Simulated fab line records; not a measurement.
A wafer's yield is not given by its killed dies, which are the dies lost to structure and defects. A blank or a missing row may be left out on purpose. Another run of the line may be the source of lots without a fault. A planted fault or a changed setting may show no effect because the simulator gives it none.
Code-filled problem report in 8D (eight disciplines) form ; flow sky130 ; the parts of the form that need people (team, actions taken, sign-off) are left out

== 1. THE ISSUE ==
Wafers free of any fault read 179.9 nm (standard deviation 1.7) for POLY_GATE_CVD_00_THK at SKY_POLY_GATE_THK_MEAS_01, against a mean of 127.3 nm on 9 wafers of 3 lots. Measured from the usual mean, that is -31 standard deviations.
Seen first at day 19 05:48 on film metro-01, wafer L587.2. The record holds 30 wafers of 10 lots with a number at this step. Rule for "out" (also "out of limits"): further than 4 standard deviations from the usual mean. The rest of the wafers with a number are treated as sound.

== 2. WHAT THIS IS AND IS NOT ==
question;is;is not
which readings at this step;POLY_GATE_CVD_00_THK;-
which lots;L587, L588, L589;L573, L575, L578, L580, L581, L586, L593
which wafers of those lots;all that have a number;-
read on which gauges;film metro-01, film metro-02, film metro-04;-
when;from day 19 05:48;"up to then (18 sound wafers); but 3 sound wafers of L593 came after"

== 3. WHAT RULES OUT EACH SUSPECT ==
Counting: a tool at any process step up to the reading remains a suspect when it ran all the lots that are out and ran no sound lot after the first of those.
- the gauge at SKY_POLY_GATE_THK_MEAS_01: ruled out. Those wafers that are out were read across 3 gauges (film metro-01, film metro-02, film metro-04).
- lpcvd-01 at SKY_POLY_GATE_CVD_00 (deposits poly-Si, target thk 180 nm, time 720 s): ruled out as a lasting fault. The sound lots L593 went through it after L587, its earliest lot that is out (day 19 04:35).
Left after counting: nothing in the record.

== 4. THE CAUSE (what the simulator had put in) ==
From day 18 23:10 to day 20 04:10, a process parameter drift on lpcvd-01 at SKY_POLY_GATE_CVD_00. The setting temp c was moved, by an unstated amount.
It was ruled out by counting, in error; the rule expects a fault to strike all lots run on its tool from its start on, and this fault did not.

== 5. SEQUENCE OF EFFECTS, ordered by route ==
Rows list readings where the struck wafers' mean (over those with a number) sits beyond 3 standard deviations from the usual. Only readings for which the record gives a usual standard deviation are gone through. hours: the time from each lot's start at the first step in this table that gives one to its start at this step, as a median over the lots. sigmas: the change in usual standard deviations.
hours;step;reading;usual;on struck wafers;change;sigmas
0;SKY_POLY_GATE_CVD_00;spike tc bottom C;642 C;626;-16;-3.2
0;SKY_POLY_GATE_CVD_00;spike tc centre C;620.4 C;606.1;-14.3;-12
0;SKY_POLY_GATE_CVD_00;spike tc lower C;620.2 C;606.0;-14.2;-11
0;SKY_POLY_GATE_CVD_00;spike tc top C;641.0 C;627.1;-13.9;-6.3
0;SKY_POLY_GATE_CVD_00;spike tc upper C;619.9 C;604.8;-15.1;-15
0;SKY_POLY_GATE_CVD_00;susceptor temp C;620.06 C;605.37;-14.69;-59
1;SKY_POLY_GATE_THK_MEAS_01;POLY_GATE_CVD_00_THK;179.9 nm;127.3;-52.6;-31
65;SKY_POLY_GATE_ETCH_17;oes product au;0.986 a.u.;0.787;-0.199;-26
Process steps it contains:
- SKY_POLY_GATE_CVD_00: deposits poly-Si, target thk 180 nm, time 720 s.
- SKY_POLY_GATE_ETCH_17: etches poly-Si in HBr/Cl2, stops on SiO2, target depth 180 nm, time 70.5 s.

== 6. HOW IT WOULD HAVE BEEN CAUGHT EARLIER ==
Counted from the fault's start at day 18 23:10, it took 7 hours until the first out-of-limits reading at a measuring or inspecting step in this record, taken at day 19 05:48.
The tool's own readings at SKY_POLY_GATE_CVD_00 were out on every struck wafer that the step has a row for (spike tc centre C, spike tc lower C, spike tc top C, spike tc upper C, susceptor temp C): an alarm limit on them would have fired on the first of those.
